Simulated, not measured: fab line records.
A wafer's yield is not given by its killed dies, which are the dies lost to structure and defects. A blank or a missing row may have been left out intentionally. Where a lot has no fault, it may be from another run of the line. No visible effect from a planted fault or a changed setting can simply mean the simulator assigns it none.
Which tool did it? :: flow sky130 :: 14 lots, 40 wafers sampled, at 4 steps of a route of 708

== WHAT EACH GAUGE READ, for each wafer ==
SKY_PWDE_OVL_MEAS_07. Usual: PWDE_OVL gives -0.2 nm (standard deviation 1.2).
lot: L492
measured: day 4 02:28
on: overlay-01
PWDE_OVL (nm): 0.5 -0.2 0.0
flag: 

lot: L494
measured: day 4 12:59
on: overlay-01
PWDE_OVL (nm): 1.2 1.5 -1.5
flag: 

lot: L495
measured: day 4 16:10
on: overlay-02
PWDE_OVL (nm): 0.7 0.8 -2.0
flag: 

lot: L496
measured: day 4 21:00
on: overlay-01
PWDE_OVL (nm): -1.1 0.1 -2.1
flag: 

lot: L497
measured: day 5 02:41
on: overlay-02
PWDE_OVL (nm): 0.2 1.0 1.0
flag: 

lot: L498
measured: day 5 09:35
on: overlay-01
PWDE_OVL (nm): -1.6 -1.2 -0.5
flag: 

lot: L499
measured: day 5 14:08
on: overlay-02
PWDE_OVL (nm): 0.4 1.7 0.0
flag: 

lot: L502
measured: day 6 05:37
on: overlay-01
PWDE_OVL (nm): -3.8 -1.4 -1.8
flag: 

lot: L507
measured: day 7 09:22
on: overlay-01
PWDE_OVL (nm): -1.9 -1.7 1.1
flag: 

lot: L508
measured: day 7 14:56
on: overlay-01
PWDE_OVL (nm): -0.3 -3.1
flag: 

lot: L511
measured: day 8 05:40
on: overlay-01
PWDE_OVL (nm): -0.7 0.1
flag: 

lot: L512
measured: day 8 11:04
on: overlay-01
PWDE_OVL (nm): 0.2 -0.3 0.4
flag: 

lot: L514
measured: day 9 01:08
on: overlay-02
PWDE_OVL (nm): -0.6 -2.3 -0.2
flag: 

lot: L515
measured: day 9 06:34
on: overlay-02
PWDE_OVL (nm): 0.2 0.4 -0.4
flag: 

SKY_NWELL_OVL_MEAS_10. Usual: NWELL_00_OVL gives 0.0 nm (standard deviation 1.2).
lot: L492
measured: day 4 19:41
on: overlay-01
NWELL_00_OVL (nm): -2.1 -0.4 -1.2
flag: 

lot: L494
measured: day 5 06:12
on: overlay-01
NWELL_00_OVL (nm): 0.5 -1.5 -0.4
flag: 

lot: L495
measured: day 5 09:44
on: overlay-02
NWELL_00_OVL (nm): 0.5 0.3 0.3
flag: 

lot: L496
measured: day 5 15:06
on: overlay-01
NWELL_00_OVL (nm): 0.7 1.3 1.2
flag: 

lot: L497
measured: day 5 21:05
on: overlay-02
NWELL_00_OVL (nm): -0.9 0.8 0.9
flag: 

lot: L498
measured: day 6 04:21
on: overlay-01
NWELL_00_OVL (nm): -1.7 0.2 -0.4
flag: 

lot: L499
measured: day 6 09:09
on: overlay-02
NWELL_00_OVL (nm): 0.0 -1.7 0.9
flag: 

lot: L502
measured: day 7 01:19
on: overlay-02
NWELL_00_OVL (nm): 2.5 -0.6 0.3
flag: 

lot: L507
measured: day 8 05:22
on: overlay-02
NWELL_00_OVL (nm): -0.2 -1.4 -1.6
flag: 

lot: L508
measured: day 8 11:26
on: overlay-02
NWELL_00_OVL (nm): -2.2 -2.8
flag: 

lot: L511
measured: day 9 05:52
on: overlay-02
NWELL_00_OVL (nm): 0.6 2.6
flag: 

lot: L512
measured: day 9 08:26
on: overlay-01
NWELL_00_OVL (nm): 1.7 0.1 -0.4
flag: 

lot: L514
measured: day 9 21:45
on: overlay-02
NWELL_00_OVL (nm): -1.3 0.2 -0.2
flag: 

lot: L515
measured: day 10 03:16
on: overlay-02
NWELL_00_OVL (nm): -1.9 0.1 -1.0
flag: 

== WHAT TOOL EACH LOT RAN ON (gives the tool, then ch and the chambers of the sampled wafers, and finally the start) ==
lot: L492
SKY_FIELD_ISO_ETCH_17: rie_si-02 ch 1,3, day 2 04:28
SKY_FIELD_ISO_CMP_27: cmp-01 ch 2,3, day 2 11:57

lot: L494
SKY_FIELD_ISO_ETCH_17: rie_si-01 ch 2,3, day 2 14:41
SKY_FIELD_ISO_CMP_27: cmp-01 ch 0,2, day 2 23:43

lot: L495
SKY_FIELD_ISO_ETCH_17: rie_si-01 ch 0,2,3, day 2 20:31
SKY_FIELD_ISO_CMP_27: cmp-02 ch 0,1,2, day 3 03:11

lot: L496
SKY_FIELD_ISO_ETCH_17: rie_si-01 ch 0,1,3, day 3 03:37
SKY_FIELD_ISO_CMP_27: cmp-01 ch 1,3, day 3 09:40

lot: L497
SKY_FIELD_ISO_ETCH_17: rie_si-02 ch 0,1,3, day 3 10:19
SKY_FIELD_ISO_CMP_27: cmp-01 ch 0,2,3, day 3 13:37

lot: L498
SKY_FIELD_ISO_ETCH_17: rie_si-01 ch 0,1,3, day 3 14:28
SKY_FIELD_ISO_CMP_27: cmp-01 ch 0,2,3, day 3 20:01

lot: L499
SKY_FIELD_ISO_ETCH_17: rie_si-01 ch 1,2,3, day 3 19:56
SKY_FIELD_ISO_CMP_27: cmp-02 ch 0,3, day 3 23:48

lot: L502
SKY_FIELD_ISO_ETCH_17: rie_si-01 ch 0,1,2, day 4 09:02
SKY_FIELD_ISO_CMP_27: cmp-01 ch 0,1,3, day 4 15:14

lot: L507
SKY_FIELD_ISO_ETCH_17: rie_si-01 ch 0,1,3, day 5 12:32
SKY_FIELD_ISO_CMP_27: cmp-02 ch 0,1,3, day 5 16:59

lot: L508
SKY_FIELD_ISO_ETCH_17: rie_si-01 ch 0,3, day 5 16:53
SKY_FIELD_ISO_CMP_27: cmp-01 ch 1,2, day 5 20:38

lot: L511
SKY_FIELD_ISO_ETCH_17: rie_si-01 ch 3, day 6 08:17
SKY_FIELD_ISO_CMP_27: cmp-01 ch 1,2, day 6 11:39

lot: L512
SKY_FIELD_ISO_ETCH_17: rie_si-02 ch 0,1,2, day 6 14:05
SKY_FIELD_ISO_CMP_27: cmp-02 ch 2,3, day 6 17:18

lot: L514
SKY_FIELD_ISO_ETCH_17: rie_si-02 ch 1,3, day 6 23:16
SKY_FIELD_ISO_CMP_27: cmp-02 ch 0,2,3, day 7 05:27

lot: L515
SKY_FIELD_ISO_ETCH_17: rie_si-02 ch 0,2, day 7 05:11
SKY_FIELD_ISO_CMP_27: cmp-02 ch 1,2,3, day 7 09:49
- SKY_FIELD_ISO_ETCH_17: etches Si in HBr/Cl2/O2, target depth 342 nm, time 97.7 s.
- SKY_FIELD_ISO_CMP_27: polishes, stops on Si3N4, t overpolish 16 s, target thk 457.8 nm.

== WHAT THE TOOLS THEMSELVES READ (means of the sampled wafers that have a number; where no wafer has one, the mark that the record gives instead) ==
SKY_FIELD_ISO_ETCH_17. Usual: drypump_motor_current_A 5.6 A, standard deviation 0.41; oes_product_au 1.002 a.u., standard deviation 0.013; run_length_s 126.1 s, standard deviation 0.35; throttle_valve_pct 25.655 %, standard deviation 0.012.
lot: L492
tool: rie_si-02
drypump_motor_current_A (A): 5.3
oes_product_au (a.u.): 1.009
run_length_s (s): 125.9
throttle_valve_pct (%): 25.643
flag: 

lot: L494
tool: rie_si-01
drypump_motor_current_A (A): 6.0
oes_product_au (a.u.): 0.991
run_length_s (s): 126.1
throttle_valve_pct (%): 25.659
flag: 

lot: L495
tool: rie_si-01
drypump_motor_current_A (A): 5.6
oes_product_au (a.u.): 0.992
run_length_s (s): 125.8
throttle_valve_pct (%): 25.674
flag: 

lot: L496
tool: rie_si-01
drypump_motor_current_A (A): 5.6
oes_product_au (a.u.): 0.996
run_length_s (s): 125.9
throttle_valve_pct (%): 25.656
flag: 

lot: L497
tool: rie_si-02
drypump_motor_current_A (A): 5.4
oes_product_au (a.u.): 1.019
run_length_s (s): 126.1
throttle_valve_pct (%): 25.641
flag: 

lot: L498
tool: rie_si-01
drypump_motor_current_A (A): 5.6
oes_product_au (a.u.): 0.996
run_length_s (s): 126.2
throttle_valve_pct (%): 25.651
flag: 

lot: L499
tool: rie_si-01
drypump_motor_current_A (A): 5.7
oes_product_au (a.u.): 0.999
run_length_s (s): 126.0
throttle_valve_pct (%): 25.675
flag: 

lot: L502
tool: rie_si-01
drypump_motor_current_A (A): 5.4
oes_product_au (a.u.): 1.008
run_length_s (s): 125.9
throttle_valve_pct (%): 25.651
flag: 

lot: L507
tool: rie_si-01
drypump_motor_current_A (A): 5.6
oes_product_au (a.u.): 0.989
run_length_s (s): 117.6
throttle_valve_pct (%): 25.666
flag: OFF

lot: L508
tool: rie_si-01
drypump_motor_current_A (A): 5.7
oes_product_au (a.u.): 0.988
run_length_s (s): 113.2
throttle_valve_pct (%): 25.662
flag: OFF

lot: L511
tool: rie_si-01
drypump_motor_current_A (A): 6.1
oes_product_au (a.u.): 0.982
run_length_s (s): 100.5
throttle_valve_pct (%): 25.666
flag: OFF

lot: L512
tool: rie_si-02
drypump_motor_current_A (A): 5.8
oes_product_au (a.u.): 1.003
run_length_s (s): 126.3
throttle_valve_pct (%): 25.654
flag: 

lot: L514
tool: rie_si-02
drypump_motor_current_A (A): 5.3
oes_product_au (a.u.): 1.017
run_length_s (s): 126.1
throttle_valve_pct (%): 25.651
flag: 

lot: L515
tool: rie_si-02
drypump_motor_current_A (A): 6.0
oes_product_au (a.u.): 1.002
run_length_s (s): 126.2
throttle_valve_pct (%): 25.660
flag: 

SKY_FIELD_ISO_CMP_27. Usual: edge_zone_pressure_frac 1.000, standard deviation 0.0047; motor_current_A 11.2 A, standard deviation 0.7; overpolish_run_s 16.000 s, standard deviation 0.0093; time_to_endpoint_s 109 s, standard deviation 3.8.
lot: L492
tool: cmp-01
edge_zone_pressure_frac: 1.001
motor_current_A (A): 11.6
overpolish_run_s (s): 16.006
time_to_endpoint_s (s): 112
flag: 

lot: L494
tool: cmp-01
edge_zone_pressure_frac: 0.999
motor_current_A (A): 11.0
overpolish_run_s (s): 16.000
time_to_endpoint_s (s): 108
flag: 

lot: L495
tool: cmp-02
edge_zone_pressure_frac: 0.999
motor_current_A (A): 11.1
overpolish_run_s (s): 15.993
time_to_endpoint_s (s): 110
flag: 

lot: L496
tool: cmp-01
edge_zone_pressure_frac: 1.006
motor_current_A (A): 12.2
overpolish_run_s (s): 16.007
time_to_endpoint_s (s): 105
flag: 

lot: L497
tool: cmp-01
edge_zone_pressure_frac: 0.996
motor_current_A (A): 11.3
overpolish_run_s (s): 16.000
time_to_endpoint_s (s): 114
flag: 

lot: L498
tool: cmp-01
edge_zone_pressure_frac: 0.996
motor_current_A (A): 11.6
overpolish_run_s (s): 15.998
time_to_endpoint_s (s): 110
flag: 

lot: L499
tool: cmp-02
edge_zone_pressure_frac: 1.007
motor_current_A (A): 10.6
overpolish_run_s (s): 15.998
time_to_endpoint_s (s): 115
flag: 

lot: L502
tool: cmp-01
edge_zone_pressure_frac: 0.997
motor_current_A (A): 11.1
overpolish_run_s (s): 16.009
time_to_endpoint_s (s): 105
flag: 

lot: L507
tool: cmp-02
edge_zone_pressure_frac: 1.000
motor_current_A (A): 10.8
overpolish_run_s (s): 15.993
time_to_endpoint_s (s): 111
flag: 

lot: L508
tool: cmp-01
edge_zone_pressure_frac: 0.999
motor_current_A (A): 11.9
overpolish_run_s (s): 15.998
time_to_endpoint_s (s): 108
flag: 

lot: L511
tool: cmp-01
edge_zone_pressure_frac: 1.002
motor_current_A (A): 11.7
overpolish_run_s (s): 15.993
time_to_endpoint_s (s): 110
flag: 

lot: L512
tool: cmp-02
edge_zone_pressure_frac: 1.003
motor_current_A (A): 10.2
overpolish_run_s (s): 16.002
time_to_endpoint_s (s): 111
flag: 

lot: L514
tool: cmp-02
edge_zone_pressure_frac: 1.001
motor_current_A (A): 10.4
overpolish_run_s (s): 16.004
time_to_endpoint_s (s): 115
flag: 

lot: L515
tool: cmp-02
edge_zone_pressure_frac: 0.997
motor_current_A (A): 10.8
overpolish_run_s (s): 15.998
time_to_endpoint_s (s): 111
flag: 

== THE ANSWER, worked out from the rows above alone ==
Rule: a lot is off if the mean of its wafers that have a number lies more than 3 standard deviations from the usual mean. Also off: a lot with no number at a reading for which 4 or more lots have one. The other lots that the step has rows for count as sound. The gauges are gone through in route order, then the tools' own readings, and for those a lot's mean is taken as printed above. At the first step where some lot is off, the reading lying furthest off is the one used; lots without a number count as furthest.
Off: L507, L508, L511 (SKY_FIELD_ISO_ETCH_17, run_length_s).
If a tool, at that step or one of the process steps before it, ran each lot that is off and ran no sound lot following the first of them, it fits. One candidate fits, namely rie_si-01 at SKY_FIELD_ISO_ETCH_17. Its last sound lot is L502 (day 4 09:02), its first lot that is off L507 (day 5 12:32): a fault that began between those two fits.
The tool's own readings at SKY_FIELD_ISO_ETCH_17 bear it out: on the lots that are off they differ by more than 5 times the standard deviation of the sound lots' means. run_length_s reads 110.4 s there against 126.0 s on the sound lots.

== WHAT THE SIMULATOR HAD PUT IN ==
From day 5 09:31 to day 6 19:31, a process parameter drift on rie_si-01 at SKY_FIELD_ISO_ETCH_17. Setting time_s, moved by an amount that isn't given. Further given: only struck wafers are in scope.
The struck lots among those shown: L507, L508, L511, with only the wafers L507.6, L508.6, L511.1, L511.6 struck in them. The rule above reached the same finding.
